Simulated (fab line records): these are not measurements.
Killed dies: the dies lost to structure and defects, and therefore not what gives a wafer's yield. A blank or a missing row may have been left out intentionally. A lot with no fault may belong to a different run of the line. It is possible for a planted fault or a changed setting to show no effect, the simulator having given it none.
Chamber matching    flow sky130    SKY_VIA1_CMP_02 on cmp-01 has 4 sister chambers
The step polishes SiO2. 4 wafers are shown with their chamber, then 12 later ones without.

== WAFERS, EACH WITH ITS CHAMBER ==
wafer   chamber  motor-current-A (A)
L085.5  1        14.2
L089.6  2        11.7
L090.5  3        13.3
L090.6  0        11.0

== WAFERS WHOSE CHAMBER IS MISSING ==
wafer   motor-current-A (A)
L091.3  12.0
L091.4  13.4
L091.5  13.8
L094.1  11.2
L094.3  12.2
L094.6  11.5
L096.2  14.0
L096.3  11.5
L096.4  11.4
L097.3  14.1
L097.4  12.1
L097.5  14.2

== WHICH CHAMBER EACH ONE RAN IN ==
wafer    from the rows above       in truth
L091.3   2                         2
L091.4   3                         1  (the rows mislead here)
L091.5   can't be placed: 1 or 3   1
L094.1   can't be placed: 0 or 2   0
L094.3   2                         2
L094.6   can't be placed: 2 or 0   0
L096.2   can't be placed: 1 or 3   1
L096.3   can't be placed: 2 or 0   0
L096.4   can't be placed: 2 or 0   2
L097.3   1                         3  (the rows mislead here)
L097.4   2                         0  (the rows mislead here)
L097.5   1                         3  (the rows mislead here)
2 of 12 placed correctly. Cannot be placed on the basis of these rows: 6; the candidates contain the true chamber in 6. Number placed wrongly: 4.
How it was worked out, from the rows above alone: a wafer's distance from a chamber is the root of the sum, over the readings, of the square of ((its reading less the chamber's mean) divided by the reading's scatter). If the next closest chamber is less than 2 further off than the closest, the wafer can't be placed; otherwise it belongs to the closest. The mean given for a chamber averages the wafers shown for that chamber. The scatter: with one shown wafer a chamber, the root of the mean of the squares of how far each hidden wafer lies from its nearest shown one.
